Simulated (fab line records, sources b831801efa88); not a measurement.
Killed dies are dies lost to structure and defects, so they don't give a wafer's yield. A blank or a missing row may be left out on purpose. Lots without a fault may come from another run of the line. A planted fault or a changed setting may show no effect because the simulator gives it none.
fab line records | flow sky130
record lots=6 wafers=18 last_day=50
route steps=708 shown VT_ADJUST_LVTN@99 PAD_OPEN@708
lots that met no fault: from a run of the same line without faults
start_h: hours from the record's first day to the start of the lot's first wafer shown | wait_h: hours since the lot's step before | " the same as in the row above | L1.1+2: a row that stands for several wafers | - no value, or no start given | * or withheld: withheld | < > ~ a bound
route shown NAME@n: a module of which the file shows steps, and the number in the route of the first | usual: mean/standard deviation of fault-free wafers | same: alike in all rows | chamber/n: place in a boat | sites: the reading at each site | _std_site: their standard deviation | _edge_site: outer sites' mean less inner sites' | radius_mm: how far each site lies from the wafer's centre | mask NAME#n: copy n | behind: the tool/chamber that last shaped the wafer | hold: why the lot was held/for how many hours/how that ended | device: the transistor (n, p or np) that didn't switch | end of line: the same wafers' tests at the end of the route | a step without rows: its recipe alone | killed: dies lost to structure and defects at the first sort, not the wafer's yield | map: a wafer's dies, x killed, . not, _ none there
set.NAME: the setting as run; set.NAME@STEP: as run at that earlier step | model.NAME: the simulator's own value behind a step, which no gauge read
lots at some steps of the route; a table a step, a row a wafer
services: from which hour (start_h, from the record's first day; less than 0 if before it) a tool's chamber was out of use, for how many hours, and why
## steps
# step SKY_VT_ADJUST_LVTN_COAT_02
# recipe spin_rpm=2000 resist_thk_nm=3000
# step SKY_VT_ADJUST_LVTN_SOFTBAKE_03
# recipe temp_c=110 time_s=withheld
# step SKY_VT_ADJUST_LVTN_EXPOSE_04
# recipe mask_id=NWM_COMPLEMENT_LESS_NATIVE na=0.6 source_shape=conventional sigma_outer=0.6 polarization=unpolarized target_cd_nm=840 dose_mj=194
# step SKY_VT_ADJUST_LVTN_PEB_05
# recipe temp_c=115 time_s=withheld
# step SKY_VT_ADJUST_LVTN_DEVELOP_06
# recipe wall_angle_deg=90 developer=TMAH develop_time_s=60 dev_temp_c=23
# step SKY_VT_ADJUST_LVTN_OVL_MEAS_07
# usual VT_ADJUST_LVTN_OVL=-1.3/1.6
# columns lot.wafer tool chamber start_h wait_h VT_ADJUST_LVTN_OVL[nm]
L889.2 overlay-02 - 146.01 - 1.2
L889.3 " - " " 3.2
L889.6 " - " " 2.2
L894.3 overlay-01 - 175.12 - -0.4
L894.5 " - " " 0.5
L894.6 " - " " -1.2
L898.3 overlay-01 - 207.04 - 0.0
L898.4 " - " " 0.0
L898.6 " - " " 0.0
L909.3 overlay-01 - 285.42 - -1.5
L909.5 " - " " -0.1
L909.6 " - " " -0.1
L910.2 overlay-01 - 286.29 - 1.3
L910.5 " - " " -1.3
L910.6 " - " " -0.8
L911.1 overlay-02 - 292.37 - -1.6
L911.3 " - " " -2.7
L911.4 " - " " -3.6
# step SKY_VT_ADJUST_LVTN_IMPLANT_08
# recipe species=B energy_kev=30 dose_cm2=1.57e+12 tilt_deg=withheld
# step SKY_VT_ADJUST_LVTN_STRIP_09
# recipe chemistry=O2/N2 power_w=1400 pressure_mtorr=1500 platen_temp_c=withheld o2_flow_sccm=3000 n2_flow_sccm=300 overash_fraction=0.5
# usual drypump_motor_current_A=5.7/0.38 oes_product_au=0.723/0.0047 strip_time_to_endpoint_s=36.95/0.1
# columns lot.wafer tool chamber start_h wait_h drypump_motor_current_A oes_product_au rf_hours_counter_h strip_time_to_endpoint_s
L889.2 plasma_asher-04 0 146.19 0.1 5.7 0.725 3 36.98
L889.3 " 1 " " 5.9 0.714 - 37.06
L889.6 " 1 " " 5.9 0.725 - 37.11
L894.3 plasma_asher-01 0 175.32 0.1 5.1 0.722 - 36.97
L894.5 " 0 " " 5.1 0.717 - 36.91
L894.6 " 1 " " 5.7 0.719 - 36.95
L898.3 plasma_asher-01 0 207.24 0.1 5.1 0.722 - 37.12
L898.4 " 1 " " 5.7 0.717 - 36.94
L898.6 " 0 " " 5.1 0.731 - 37.01
L909.3 plasma_asher-01 1 285.62 0.1 5.7 0.725 - 36.96
L909.5 " 0 " " 5.1 0.727 - 36.94
L909.6 " 1 " " 5.7 0.719 - 36.97
L910.2 plasma_asher-03 0 286.47 0.1 6.5 0.727 57 37.01
L910.5 " 1 " " 5.8 0.726 - 36.93
L910.6 " 0 " " 6.5 0.733 - 37.00
L911.1 plasma_asher-03 0 292.57 0.1 6.5 0.731 58 36.85
L911.3 " 1 " " 5.8 0.719 - 36.86
L911.4 " 0 " " 6.5 0.726 - 36.89
# step SKY_VT_ADJUST_LVTN_TW_MEAS_10
# usual VT_ADJUST_LVTN_TW=241.0/1.7
# columns lot.wafer tool chamber start_h wait_h VT_ADJUST_LVTN_TW
L889.2 film_metro-01 - 146.30 0.1 237.4
L889.3 " - " " 236.1
L889.6 " - " " 236.7
L894.3 film_metro-02 - 175.41 0.1 240.5
L894.5 " - " " 239.6
L894.6 " - " " 239.9
L898.3 film_metro-01 - 207.33 0.1 238.2
L898.4 " - " " 239.2
L898.6 " - " " 241.0
L909.3 film_metro-03 - 285.71 0.1 241.4
L909.5 " - " " 242.2
L909.6 " - " " 243.3
L910.2 film_metro-03 - 286.58 0.1 243.2
L910.5 " - " " 243.4
L910.6 " - " " 241.7
L911.1 film_metro-01 - 292.67 0.1 239.6
L911.3 " - " " 240.0
L911.4 " - " " 238.8
# step SKY_VT_ADJUST_LVTN_DEHYDRATE_11
# recipe temp_c=200 time_s=60
# step SKY_VT_ADJUST_LVTN_HMDS_12
# recipe prime_time_s=60 prime_temp_c=120
# step SKY_VT_ADJUST_LVTN_COAT_13
# recipe resist=NOVOLAK spin_rpm=3000 resist_thk_nm=1140
# step SKY_VT_ADJUST_LVTN_SOFTBAKE_14
# recipe temp_c=90 time_s=60 resist=NOVOLAK
# usual heater_power_total_W=56.60/0.046 plate_temp_C=90.02/0.15
# columns lot.wafer tool chamber start_h wait_h heater_power_total_W plate_temp_C
L889.2 litho_track-02 0 156.50 0.1 56.62 90.07
L889.3 " 0 " " 56.58 90.20
L889.6 " 0 " " 56.60 90.28
L894.3 litho_track-01 0 185.96 0.1 56.54 90.12
L894.5 " 0 " " 56.60 90.08
L894.6 " 0 " " 56.66 90.04
L898.3 litho_track-03 0 217.82 0.1 56.56 89.97
L898.4 " 0 " " 56.61 89.87
L898.6 " 0 " " 56.61 89.84
L909.3 litho_track-02 0 297.38 0.1 51.98 84.65
L909.5 " 0 " " 51.93 84.73
L909.6 " 0 " " 51.96 84.56
L910.2 litho_track-02 0 298.60 0.1 51.95 84.76
L910.5 " 0 " " 51.98 84.82
L910.6 " 0 " " 51.95 84.87
L911.1 litho_track-01 0 304.90 0.1 56.61 90.18
L911.3 " 0 " " 56.51 90.28
L911.4 " 0 " " 56.57 90.19
# step SKY_VT_ADJUST_LVTN_EXPOSE_15
# recipe mask_id=HVN_STD_DERIVED na=0.6 source_shape=conventional sigma_outer=0.6 polarization=unpolarized target_cd_nm=600 dose_mj=163
# step SKY_VT_ADJUST_LVTN_PEB_16
# recipe temp_c=withheld time_s=* resist=NOVOLAK
# step SKY_VT_ADJUST_LVTN_DEVELOP_17
# recipe resist=NOVOLAK developer=TMAH develop_time_s=60 dev_temp_c=23
# columns lot.wafer tool chamber start_h wait_h model.NOVOLAK_of_VT_ADJUST_LVTN_COAT_13.thk_nm
L889.2 litho_track-02 0 166.05 0.1 1135
L889.3 " 0 " " 1143
L889.6 " 0 " " 1142
L894.3 litho_track-01 0 196.15 0.1 1140
L894.5 " 0 " " 1139
L894.6 " 0 " " 1143
L898.3+6 litho_track-03 0 228.72 0.1 1136
L898.4 " 0 " " 1135
L909.3 litho_track-01 0 310.90 0.1 1152
L909.5 " 0 " " 1157
L909.6 " 0 " " 1153
L910.2 litho_track-03 0 312.50 0.1 1163
L910.5+6 " 0 " " 1162
L911.1 litho_track-01 0 318.25 0.1 1140
L911.3 " 0 " " 1147
L911.4 " 0 " " 1144
# step SKY_VT_ADJUST_LVTN_OVL_MEAS_18
# usual VT_ADJUST_LVTN_01_OVL=0.3/1.3
# columns lot.wafer tool chamber start_h wait_h VT_ADJUST_LVTN_01_OVL[nm]
L889.2 overlay-01 - 166.19 0.1 0.0
L889.3 " - " " -1.4
L889.6 " - " " 1.1
L894.3 overlay-01 - 196.27 0.1 1.3
L894.5 " - " " -0.6
L894.6 " - " " 2.4
L898.3 overlay-02 - 228.84 0.1 1.7
L898.4 " - " " 1.7
L898.6 " - " " 1.1
L909.3 overlay-01 - 311.02 0.1 0.6
L909.5 " - " " 1.3
L909.6 " - " " 1.4
L910.2 overlay-02 - 312.63 0.1 1.7
L910.5 " - " " 3.8
L910.6 " - " " 2.2
L911.1 overlay-01 - 318.40 0.1 -1.0
L911.3 " - " " 0.5
L911.4 " - " " -0.3
# step SKY_VT_ADJUST_LVTN_IMPLANT_19
# recipe species=B energy_kev=30 dose_cm2=6.5e+11 tilt_deg=withheld
# step SKY_VT_ADJUST_LVTN_STRIP_20
# recipe chemistry=O2/N2 power_w=1400 pressure_mtorr=1500 platen_temp_c=withheld o2_flow_sccm=3000 n2_flow_sccm=300 overash_fraction=0.5
# usual drypump_motor_current_A=5.7/0.44 oes_product_au=0.715/0.0044 strip_time_to_endpoint_s=14.19/0.038
# columns lot.wafer tool chamber start_h wait_h drypump_motor_current_A oes_product_au rf_hours_counter_h strip_time_to_endpoint_s
L889.2 plasma_asher-01 0 166.37 0.1 5.1 0.714 36 14.11
L889.3 " 0 " " 5.1 0.711 - 14.21
L889.6 " 0 " " 5.1 0.715 - 14.20
L894.3 plasma_asher-04 0 196.47 0.1 5.7 0.703 - 14.19
L894.5 " 0 " " 5.7 0.713 - 14.17
L894.6 " 1 " " 5.9 0.716 - 14.19
L898.3 plasma_asher-01 1 229.04 0.1 5.7 0.718 - 14.14
L898.4 " 0 " " 5.1 0.711 - 14.14
L898.6 " 1 " " 5.7 0.708 - 14.12
L909.3 plasma_asher-03 1 311.22 0.1 5.8 0.723 - 14.28
L909.5 " 0 " " 6.5 0.714 - 14.35
L909.6 " 1 " " 5.8 0.718 - 14.30
L910.2 plasma_asher-01 0 312.81 0.1 5.1 0.721 50 14.42
L910.5 " 0 " " 5.1 0.715 - 14.40
L910.6 " 1 " " 5.7 0.709 - 14.41
L911.1 plasma_asher-01 0 318.59 0.1 5.1 0.717 51 14.18
L911.3 " 0 " " 5.1 0.710 - 14.26
L911.4 " 1 " " 5.7 0.716 - 14.24
# step SKY_VT_ADJUST_LVTN_TW_MEAS_21
# usual VT_ADJUST_LVTN_2_TW=187.2/1.5
# columns lot.wafer tool chamber start_h wait_h VT_ADJUST_LVTN_2_TW
L889.2 film_metro-03 - 166.48 0.1 189.8
L889.3 " - " " 190.0
L889.6 " - " " 189.3
L894.3 film_metro-01 - 196.56 0.1 186.6
L894.5 " - " " 186.8
L894.6 " - " " 187.7
L898.3 film_metro-01 - 229.13 0.1 185.7
L898.4 " - " " 185.3
L898.6 " - " " 185.4
L909.3 film_metro-01 - 311.31 0.1 185.7
L909.5 " - " " 187.0
L909.6 " - " " 186.9
L910.2 film_metro-01 - 312.92 0.1 187.1
L910.5 " - " " 186.9
L910.6 " - " " 187.1
L911.1 film_metro-02 - 318.69 0.1 188.8
L911.3 " - " " 187.1
L911.4 " - " " 187.7
# step SKY_PAD_OPEN_PROBE_99
# usual killed_at_M0_to_M3=42/6.4 killed_at_M4_up=3.0/2 killed_at_contacts=24/5.2 killed_at_front_end=14/4.2 killed_at_other=0.4/0.72 killed_dies=84/9 killed_open=46/6.6 killed_short=38/6
# same gross_dies=492 killed_at_back_side=0
# columns lot.wafer tool chamber start_h wait_h killed_at_M0_to_M3 killed_at_M4_up killed_at_contacts killed_at_front_end killed_at_other killed_dies killed_open killed_short
L909.3 prober-01 - 1194.04 0.2 43 3 18 17 0 81 35 46
L909.5 prober-01 - 1194.14 0.2 56 1 23 16 1 97 54 43
L909.6 prober-01 - 1194.19 0.2 50 2 25 17 0 94 56 38
L910.2 prober-02 - 1197.37 0.1 41 9 16 15 0 81 41 40
L910.5 prober-02 - 1197.52 0.2 53 3 28 17 2 103 48 55
L910.6 prober-02 - 1197.57 0.2 51 4 24 17 1 97 54 43
L911.1 prober-01 - 1200.19 0.1 35 2 13 8 1 59 35 23
L911.3 prober-01 - 1200.29 0.2 43 0 26 14 1 84 53 30
L911.4 prober-01 - 1200.34 0.2 39 1 19 14 1 74 38 36
# killed by level:class
L909.3 METAL2:geometric_particle:short=14 LI_CONTACT:geometric_particle:open=9 VIA3:geometric_particle:open=8 POLY_GATE:geometric_particle:short=6 VIA1:geometric_particle:short=4 VIA2:geometric_particle:open=4 METAL3:geometric_particle:short=4 FIELD_ISO:geometric_particle:short=3
L909.5 VIA1:geometric_particle:open=13 VIA1:geometric_particle:short=12 METAL2:geometric_particle:short=11 LI_CONTACT:geometric_particle:open=10 FIELD_ISO:geometric_particle:short=8 CONTACT:geometric_particle:open=8 VIA2:geometric_particle:open=7 FIELD_ISO:geometric_particle:open=5
L909.6 VIA1:geometric_particle:open=12 METAL1:geometric_particle:short=10 LI_CONTACT:geometric_particle:open=9 CONTACT:geometric_particle:open=9 VIA3:geometric_particle:open=6 VIA2:geometric_particle:open=5 FIELD_ISO:geometric_particle:open=4 POLY_GATE:geometric_particle:short=4
L910.2 VIA1:geometric_particle:open=8 VIA2:geometric_particle:open=6 CONTACT:geometric_particle:open=6 VIA3:geometric_particle:open=6 METAL4:geometric_particle:short=6 FIELD_ISO:geometric_particle:short=5 METAL1:geometric_particle:short=5 VIA1:geometric_particle:short=5
L910.5 METAL1:geometric_particle:short=11 VIA2:geometric_particle:open=9 VIA1:geometric_particle:open=8 LI_CONTACT:geometric_particle:open=8 CONTACT:geometric_particle:short=7 LI_CONTACT:geometric_particle:short=6 CONTACT:geometric_particle:open=6 VIA3:geometric_particle:open=6
L910.6 VIA1:geometric_particle:open=11 CONTACT:geometric_particle:open=10 VIA2:geometric_particle:open=8 FIELD_ISO:geometric_particle:short=7 VIA3:geometric_particle:open=7 VIA1:geometric_particle:short=5 LOCAL_INTERCONNECT:geometric_particle:short=4 VIA3:geometric_particle:short=4
L911.1 VIA1:geometric_particle:open=12 CONTACT:geometric_particle:open=6 METAL2:geometric_particle:short=5 VIA3:geometric_particle:open=4 LOCAL_INTERCONNECT:geometric_particle:short=3 METAL1:geometric_particle:short=3 POLY_GATE:geometric_particle:short=2 SPACER:geometric_particle:open=2
L911.3 VIA1:geometric_particle:open=13 VIA3:geometric_particle:open=10 LI_CONTACT:geometric_particle:open=9 FIELD_ISO:geometric_particle:open=6 LOCAL_INTERCONNECT:geometric_particle:short=6 CONTACT:geometric_particle:open=5 CONTACT:geometric_particle:short=4 METAL1:geometric_particle:short=4
L911.4 VIA1:geometric_particle:open=9 CONTACT:geometric_particle:open=7 LI_CONTACT:geometric_particle:open=6 POLY_GATE:geometric_particle:short=5 METAL1:geometric_particle:short=5 METAL2:geometric_particle:short=5 VIA2:geometric_particle:open=4 VIA3:geometric_particle:open=4
## services
# columns tool chamber start_h hours kind
plasma_asher-04 - 148.75 0.3 repair
plasma_asher-03 - 230.10 2.5 repair
plasma_asher-01 - 279.79 3.9 repair
## key
first_sign step=SKY_VT_ADJUST_LVTN_SOFTBAKE_14 reading=heater_power_total_W direction=down sigmas=99+ usual=* struck=*
effect step=SKY_VT_ADJUST_LVTN_SOFTBAKE_14 reading=plate_temp_C direction=down sigmas=36 usual=* struck=*
effect step=SKY_VT_ADJUST_LVTN_STRIP_20 reading=strip_time_to_endpoint_s direction=up sigmas=4.4 usual=* struck=*
model_effect step=SKY_VT_ADJUST_LVTN_DEVELOP_17 value=NOVOLAK_of_VT_ADJUST_LVTN_COAT_13.thk_nm without=1142 struck=1158
met_at SKY_VT_ADJUST_LVTN_SOFTBAKE_14
struck_wafers L909.3,L909.5,L909.6,L910.2,L910.5,L910.6
tester_left_out L909,L910
onset_between 156.50 297.38
fault kind=process_parameter_drift tool=litho_track-02 chamber=- onset_h=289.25 steps=SKY_VT_ADJUST_LVTN_SOFTBAKE_14 channel=temp_c offset=* shape=step end_h=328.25 acts_in=* stated=*
# tester_left_out: of these lots the tester's yield and bins aren't shown, on N5 and GAA mostly nor the transistor test; their killed dies are dies lost to structure and defects alone, not to doping, threshold or leakage, so they don't give the yield
